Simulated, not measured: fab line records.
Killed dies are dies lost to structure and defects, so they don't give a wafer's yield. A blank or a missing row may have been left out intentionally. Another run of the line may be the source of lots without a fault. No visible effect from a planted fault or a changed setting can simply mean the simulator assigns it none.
fab line records	flow sky130
[record] lots = 6	wafers = 18	last_day = 49
route steps=708 shown VIA2@516 PAD_OPEN@708
lots untouched by any fault: they come from a run of this same line in which no faults occurred
start_h: start of the lot's first displayed wafer, in hours after the record's first day	wait_h: how many hours have passed since the lot's step before this one	" same as the row above	L1.1+2: a row that stands for several wafers	- no value, or no start was given	* or withheld: withheld	< > ~ a bound
route shown NAME@n: NAME is a module with steps in the file, n the number in the route of the first one	usual: mean/standard deviation taken from wafers without a fault	same: alike in all rows	chamber/n: place in a boat	sites: readings site by site	_std_site: standard deviation across them	_edge_site: outer sites' mean less inner sites'	radius_mm: for every site, how far away it sits from the centre of the wafer	mask NAME#n: copy n	behind: the tool/chamber that last shaped the wafer	hold: why the lot went on hold/how many hours it stayed there/how the hold came to an end	device: which transistor (n, p or np) failed to switch	end of line: the tests these same wafers got at the end of their route	step lacking rows: just its recipe	killed: not the wafer's yield, but the dies lost to structure and defects at the first sort	map: the dies of a wafer, with x for killed, . for not killed, _ for no die there
set.NAME: the setting that was run; set.NAME@STEP: the one run at that earlier step	model.NAME: the simulator's own value behind a step, which no gauge read
lots seen at some steps along the route; tables by step, rows by wafer
services: from which hour (start_h, from the record's first day; less than 0 if before it) a tool's chamber was out of use, for how many hours, and why
[[steps]]
[step SKY_VIA2_EXPOSE_09]
[recipe] mask_id = VIM2	na = 0.8	source_shape = annular	sigma_inner = 0.55	sigma_outer = 0.85	target_cd_nm = 200	dose_mj = 38
[step SKY_VIA2_PEB_10]
[recipe] peb_temp_c = withheld	peb_time_s = withheld	resist = KrF-thick
[step SKY_VIA2_DEVELOP_11]
[recipe] develop_time_s = 60	resist = KrF-thick	dev_temp_c = 21
[step SKY_VIA2_CD_MEAS_12]
[recipe] target_cd_nm = 200
[usual] cd_nm = 200.0/1.3
lot.wafer	tool	chamber	start_h	wait_h	cd_nm
L336.2	cd_sem-01	-	863.26	-	200.1
L336.4	"	-	"	"	199.6
L336.6	"	-	"	"	201.0
L339.1	cd_sem-01	-	879.62	-	201.7
L339.4	"	-	"	"	201.6
L339.5	"	-	"	"	201.6
L344.2	cd_sem-01	-	914.21	-	200.4
L344.3	"	-	"	"	198.8
L344.5	"	-	"	"	199.0
L350.1	cd_sem-01	-	961.09	-	200.9
L350.2	"	-	"	"	201.4
L350.3	"	-	"	"	200.4
L353.3	cd_sem-01	-	971.36	-	199.7
L353.4	"	-	"	"	198.3
L353.5	"	-	"	"	199.2
L354.3	cd_sem-01	-	988.68	-	201.0
L354.4	"	-	"	"	202.0
L354.5	"	-	"	"	200.6
[step SKY_VIA2_OVL_MEAS_13]
[usual] VIA2_OVL = 1/5.4
lot.wafer	tool	chamber	start_h	wait_h	VIA2_OVL[nm]
L336.2	overlay-01	-	863.36	0.1	2
L336.4	"	-	"	"	3
L336.6	"	-	"	"	-7
L339.1	overlay-02	-	879.74	0.1	-4
L339.4	"	-	"	"	2
L339.5	"	-	"	"	-2
L344.2	overlay-01	-	914.31	0.1	9
L344.3	"	-	"	"	11
L344.5	"	-	"	"	9
L350.1	overlay-01	-	961.21	0.1	-8
L350.2	"	-	"	"	-1
L350.3	"	-	"	"	-3
L353.3	overlay-02	-	971.46	0.1	-1
L353.4	"	-	"	"	-1
L353.5	"	-	"	"	2
L354.3	overlay-01	-	988.77	0.1	6
L354.4	"	-	"	"	9
L354.5	"	-	"	"	11
[step SKY_VIA2_ETCH_14]
[recipe] chemistry = N2/H2	target = BARC	ion_energy_ev = 200	source_w = 500	bias_w = 100	pressure_mtorr = 30	n2_flow_sccm = 100	h2_flow_sccm = 200	stop_on = SiO2	time_s = 45.9	target_depth_a = 600
[usual] drypump_motor_current_A = 5.9/0.36	oes_product_au = 0.854/0.0049	throttle_valve_pct = 13.224/0.0093
lot.wafer	tool	chamber	start_h	wait_h	drypump_motor_current_A	oes_product_au	rf_hours_counter_h	throttle_valve_pct
L336.2	rie_diel-03	3	863.39	0.0	6.1	0.853	16	13.220
L336.4	"	2	"	"	6.0	0.852	2	13.222
L336.6	"	3	"	"	6.1	0.850	-	13.213
L339.1	rie_diel-03	1	879.78	0.0	6.0	0.854	13	13.219
L339.4	"	2	"	"	6.0	0.853	3	13.217
L339.5	"	1	"	"	6.0	0.852	-	13.218
L344.2	rie_diel-04	1	914.34	0.0	5.9	0.859	26	13.227
L344.3	"	0	"	"	5.9	0.855	17	13.234
L344.5	"	3	"	"	5.1	0.851	-	13.236
L350.1	rie_diel-04	1	961.25	0.0	5.9	0.850	28	13.229
L350.2	"	3	"	"	5.1	0.849	5	13.221
L350.3	"	2	"	"	5.6	0.850	13	13.227
L353.3	rie_diel-04	1	971.48	0.0	5.9	0.863	28	13.213
L353.4	"	3	"	"	5.0	0.856	6	13.233
L353.5	"	1	"	"	5.9	0.860	-	13.240
L354.3	rie_diel-04	2	988.80	0.0	5.6	0.848	14	13.242
L354.4	"	0	"	"	5.9	0.854	19	13.229
L354.5	"	0	"	"	5.9	0.856	-	13.214
[step SKY_VIA2_ETCH_15]
[recipe] target = SiO2	chemistry = C4F8/O2/Ar	target_depth_nm = 546	stop_on = TiN	mask_material = KrF-thick	source_w = 1500	bias_w = 1200	pressure_mtorr = 40	c4f8_flow_sccm = withheld	O2_flow_sccm = 6	Ar_flow_sccm = 300	time_s = 84
[usual] oes_product_au = 0.939/0.0044
lot.wafer	tool	chamber	start_h	wait_h	oes_product_au	rf_hours_counter_h
L336.2	rie_diel-03	3	863.44	0.0	0.941	16
L336.4	"	2	"	"	0.936	2
L336.6	"	3	"	"	0.942	-
L339.1	rie_diel-03	1	879.82	0.0	0.937	14
L339.4	"	2	"	"	0.938	3
L339.5	"	1	"	"	0.942	-
L344.2	rie_diel-04	1	914.39	0.0	0.937	26
L344.3	"	0	"	"	0.951	17
L344.5	"	3	"	"	0.937	-
L350.1	rie_diel-04	1	961.29	0.0	0.938	28
L350.2	"	3	"	"	0.932	5
L350.3	"	2	"	"	0.937	13
L353.3	rie_diel-04	1	971.52	0.0	0.937	28
L353.4	"	3	"	"	0.943	6
L353.5	"	1	"	"	0.938	-
L354.3	rie_diel-04	2	988.84	0.0	0.939	14
L354.4	"	0	"	"	0.934	19
L354.5	"	0	"	"	0.941	-
[step SKY_VIA2_STRIP_16]
[recipe] chemistry = O2/N2	power_w = 1400	pressure_mtorr = 1500	platen_temp_c = withheld	o2_flow_sccm = 3000	n2_flow_sccm = 300	overash_fraction = 0.5
[usual] drypump_motor_current_A = 5.68/0.22	oes_product_au = 0.398/0.0046	strip_time_to_endpoint_s = 4.052/0.029
lot.wafer	tool	chamber	start_h	wait_h	drypump_motor_current_A	oes_product_au	rf_hours_counter_h	strip_time_to_endpoint_s
L336.2	plasma_asher-04	0	863.50	0.0	5.68	0.394	72	4.075
L336.4	"	1	"	"	5.85	0.403	-	4.024
L336.6	"	0	"	"	5.70	0.390	-	4.066
L339.1	plasma_asher-04	1	879.88	0.0	5.84	0.402	74	4.099
L339.4	"	0	"	"	5.70	0.395	-	4.094
L339.5	"	1	"	"	5.83	0.398	-	4.083
L344.2	plasma_asher-04	1	914.45	0.0	5.84	0.406	77	4.013
L344.3	"	0	"	"	5.70	0.406	-	4.043
L344.5	"	0	"	"	5.69	0.397	-	3.999
L350.1	plasma_asher-02	0	961.35	0.0	5.76	0.397	21	4.026
L350.2	"	1	"	"	5.29	0.386	21	4.040
L350.3	"	0	"	"	5.76	0.400	-	4.057
L353.3	plasma_asher-01	1	971.62	0.1	5.98	0.399	-	4.035
L353.4	"	0	"	"	5.41	0.404	-	4.034
L353.5	"	1	"	"	6.00	0.388	-	4.039
L354.3	plasma_asher-02	1	988.94	0.1	5.36	0.403	-	4.082
L354.4	"	0	"	"	5.76	0.398	-	4.059
L354.5	"	1	"	"	5.35	0.402	-	4.044
[step SKY_VIA2_STRIP_17]
[recipe] chemistry = post_etch_residue_remover	time_s = 1200	temp_c = 72.5
[step SKY_VIA2_CLEAN_18]
[recipe] chemistry = IPA	time_s = 180	temp_c = 25
[step SKY_VIA2_CLEAN_19]
[recipe] chemistry = O3/DIW	dry = n2_spin
[step SKY_VIA2_SPUTTER_20]
[recipe] material = TiN	target_thk_nm = 20	chamber_pressure_pa = 5	power_w = 4000	time_s = 80
[usual] chamber_pressure_pa = 5.001/0.011	throttle_valve_pct = 29.4/0.83
lot.wafer	tool	chamber	start_h	wait_h	chamber_pressure_pa	throttle_valve_pct
L336.2	pvd_sputter-04	-	864.09	0.0	5.006	29.1
L336.4	"	-	"	"	5.001	30.2
L336.6	"	-	"	"	4.997	30.3
L339.1	pvd_sputter-04	-	880.48	0.0	5.016	30.7
L339.4	"	-	"	"	4.983	27.8
L339.5	"	-	"	"	4.995	28.0
L344.2	pvd_sputter-01	-	915.05	0.0	5.001	30.1
L344.3	"	-	"	"	5.001	28.7
L344.5	"	-	"	"	4.990	29.2
L350.1	pvd_sputter-03	-	961.95	0.0	4.995	30.7
L350.2	"	-	"	"	5.015	29.0
L350.3	"	-	"	"	5.000	29.7
L353.3	pvd_sputter-03	-	972.18	0.0	5.003	30.6
L353.4	"	-	"	"	4.993	28.8
L353.5	"	-	"	"	5.012	30.8
L354.3	pvd_sputter-03	-	989.50	0.0	5.002	28.6
L354.4	"	-	"	"	4.983	28.9
L354.5	"	-	"	"	5.018	28.3
[step SKY_VIA2_CVD_21]
[recipe] material = W	target_thk_nm = 420	time_s = 126.4	temp_c = 400	pressure_torr = 40
[usual] chamber_pressure_Torr = 40.01/0.09	heater_power_w = 852/93
lot.wafer	tool	chamber	start_h	wait_h	chamber_pressure_Torr	heater_power_w	model.W_of_VIA2_CVD_21.thk_nm
L336.2	cvd_w-01	0	864.15	0.0	39.90	810	426.7
L336.4	"	1	"	"	40.15	870	419
L336.6	"	1	"	"	40.09	887	418.6
L339.1	cvd_w-02	0	880.54	0.0	39.94	747	422.6
L339.4	"	1	"	"	39.98	975	411.1
L339.5	"	0	"	"	40.00	761	420.3
L344.2	cvd_w-02	1	915.12	0.0	40.06	970	424.7
L344.3	"	1	"	"	40.16	967	423.9
L344.5	"	1	"	"	39.89	956	424.6
L350.1	cvd_w-02	1	962.01	0.0	40.02	934	426.1
L350.2	"	0	"	"	39.91	738	424
L350.3	"	0	"	"	39.83	748	428.5
L353.3	cvd_w-02	1	972.29	0.1	38.61	959	407.8
L353.4	"	0	"	"	40.09	741	422.3
L353.5	"	0	"	"	40.00	741	420.3
L354.3	cvd_w-02	1	989.60	0.1	38.55	1010	404.3
L354.4	"	0	"	"	40.04	758	415.3
L354.5	"	1	"	"	38.60	962	408.6
[step SKY_VIA2_RS_MEAS_22]
[recipe] thk_meas_gauge = four-point-probe	reads = W_of_VIA2_CVD_21+TiN_of_VIA2_SPUTTER_20
[usual] VIA2_W_RS = 0.273/0.0033
lot.wafer	tool	chamber	start_h	wait_h	VIA2_W_RS[ohm/sq]
L336.2	film_metro-01	-	864.30	0.1	0.269
L336.4	"	-	"	"	0.274
L336.6	"	-	"	"	0.274
L339.1	film_metro-02	-	880.67	0.1	0.272
L339.4	"	-	"	"	0.279
L339.5	"	-	"	"	0.273
L344.2	film_metro-04	-	915.27	0.1	0.269
L344.3	"	-	"	"	0.270
L344.5	"	-	"	"	0.269
L350.1	film_metro-04	-	962.14	0.1	0.268
L350.2	"	-	"	"	0.270
L350.3	"	-	"	"	0.267
L353.3	film_metro-02	-	972.42	0.1	0.281
L353.4	"	-	"	"	0.272
L353.5	"	-	"	"	0.273
L354.3	film_metro-02	-	989.73	0.1	0.284
L354.4	"	-	"	"	0.277
L354.5	"	-	"	"	0.281
[step SKY_PAD_OPEN_PROBE_99]
[usual] defect_limited_yield = 82.3/2	killed_at_M0_to_M3 = 44/7	killed_at_M4_up = 3.1/1.8	killed_at_contacts = 25/5.1	killed_at_front_end = 15/4.3	killed_at_other = 0.3/0.61	killed_dies = 87/9.8	killed_open = 48/7	killed_short = 38/6.3	sort_bin_3_pad_short = 0.9/0.39	sort_bin_5_function = 10.3/1.5	sort_bin_6_memory = 6.5/1.2	sort_n_pass = 405/9.8	sort_yield_pct = 82.3/2
[same] gross_dies = 492	killed_at_back_side = 0	sort_bin_4_leakage[%] = 0	sort_bin_8_speed[%] = 0
lot.wafer	tool	chamber	start_h	wait_h	defect_limited_yield[%]	killed_at_M0_to_M3	killed_at_M4_up	killed_at_contacts	killed_at_front_end	killed_at_other	killed_dies	killed_open	killed_short	sort_bin_3_pad_short[%]	sort_bin_5_function[%]	sort_bin_6_memory[%]	sort_n_pass	sort_yield_pct[%]
L336.2	prober-01	-	1090.05	0.1	81.7	46	2	26	16	0	90	55	35	0.8	12.0	5.5	402	81.7
L336.4	prober-01	-	1090.15	0.2	83.3	38	3	24	16	1	82	46	36	1.4	9.3	5.9	410	83.3
L336.6	prober-01	-	1090.25	0.2	80.5	45	2	24	25	0	96	44	52	1.0	11.2	7.3	396	80.5
L339.1	prober-02	-	1100.17	0.1	84.8	44	1	19	11	0	75	43	32	1.2	8.3	5.7	417	84.8
L339.4	prober-02	-	1100.32	0.2	84.1	43	4	19	12	0	78	40	38	0.8	8.3	6.7	414	84.1
L339.5	prober-02	-	1100.37	0.2	83.5	42	6	21	11	1	81	48	33	1.0	9.6	5.9	411	83.5
// killed by level:class
L336.2 CONTACT:geometric_particle:open=11 LI_CONTACT:geometric_particle:open=10 VIA1:geometric_particle:open=10 FIELD_ISO:geometric_particle:open=5 METAL1:geometric_particle:short=5 VIA2:geometric_particle:short=5 METAL1:geometric_particle:open=4 VIA1:geometric_particle:short=4
L336.4 METAL1:geometric_particle:short=10 CONTACT:geometric_particle:open=10 LI_CONTACT:geometric_particle:open=6 VIA1:geometric_particle:open=5 FIELD_ISO:geometric_particle:open=4 VIA2:geometric_particle:open=4 VIA3:geometric_particle:open=4 POLY_GATE:geometric_particle:short=3
L336.6 VIA1:geometric_particle:open=9 FIELD_ISO:geometric_particle:short=8 METAL2:geometric_particle:short=8 FIELD_ISO:geometric_particle:open=7 CONTACT:geometric_particle:open=6 CONTACT:geometric_particle:short=6 METAL1:geometric_particle:short=6 VIA2:geometric_particle:open=6
L339.1 VIA1:geometric_particle:open=12 CONTACT:geometric_particle:open=8 VIA2:geometric_particle:open=8 FIELD_ISO:geometric_particle:open=6 METAL2:geometric_particle:short=6 METAL1:geometric_particle:short=4 LOCAL_INTERCONNECT:geometric_particle:short=3 CONTACT:geometric_particle:short=3
L339.4 VIA1:geometric_particle:open=8 CONTACT:geometric_particle:short=7 CONTACT:geometric_particle:open=6 METAL2:geometric_particle:short=6 VIA3:geometric_particle:open=5 SPACER:geometric_particle:short=4 LI_CONTACT:geometric_particle:open=4 METAL1:geometric_particle:open=4
L339.5 VIA1:geometric_particle:open=16 VIA2:geometric_particle:open=7 CONTACT:geometric_particle:open=7 METAL1:geometric_particle:short=6 LI_CONTACT:geometric_particle:open=5 METAL4:geometric_particle:short=5 LI_CONTACT:geometric_particle:short=4 CONTACT:geometric_particle:short=4
[[services]]
tool	chamber	start_h	hours	kind
cvd_w-01	-	855.60	6.9	pm
rie_diel-04	2	876.31	1.4	repair
pvd_sputter-04	0	897.12	-	consumable_replace:kit
pvd_sputter-04	0	897.12	18.0	scheduled_down
pvd_sputter-04	0	897.12	18.0	vent_cycle
pvd_sputter-04	-	900.39	18.2	repair
rie_diel-03	3	901.63	19.9	repair
cvd_w-01	-	904.00	14.0	pm
cvd_w-01	0	904.00	14.0	vent_cycle
cvd_w-01	1	904.00	14.0	vent_cycle
rie_diel-04	-	916.41	2.0	repair
cvd_w-01	0	918.00	-	clean
cvd_w-01	1	918.00	-	clean
cvd_w-01	-	919.31	1.0	repair
pvd_sputter-01	3	943.44	-	consumable_replace:kit
pvd_sputter-01	3	943.44	18.0	scheduled_down
pvd_sputter-01	3	943.44	18.0	vent_cycle
cvd_w-02	-	953.39	1.9	repair
pvd_sputter-04	-	957.31	26.4	repair
[[key]]
[first_sign] step = SKY_VIA2_CVD_21	reading = chamber_pressure_Torr	direction = down	sigmas = 16	usual = 40.01	struck = 38.58
effect none on later readings
[model_effect] step = SKY_VIA2_CVD_21	value = W_of_VIA2_CVD_21.thk_nm	without = 414.4	struck = 406.9
met_at SKY_VIA2_CVD_21
struck_wafers L353.3,L354.3,L354.5
onset_between 962.01 972.29
[fault] kind = process_parameter_drift	tool = cvd_w-02	chamber = 1	onset_h = 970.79	steps = SKY_VIA2_CVD_21	channel = pressure_torr	offset = -1.4235	shape = step	end_h = 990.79	acts_in = these_recipes_only	stated = 40
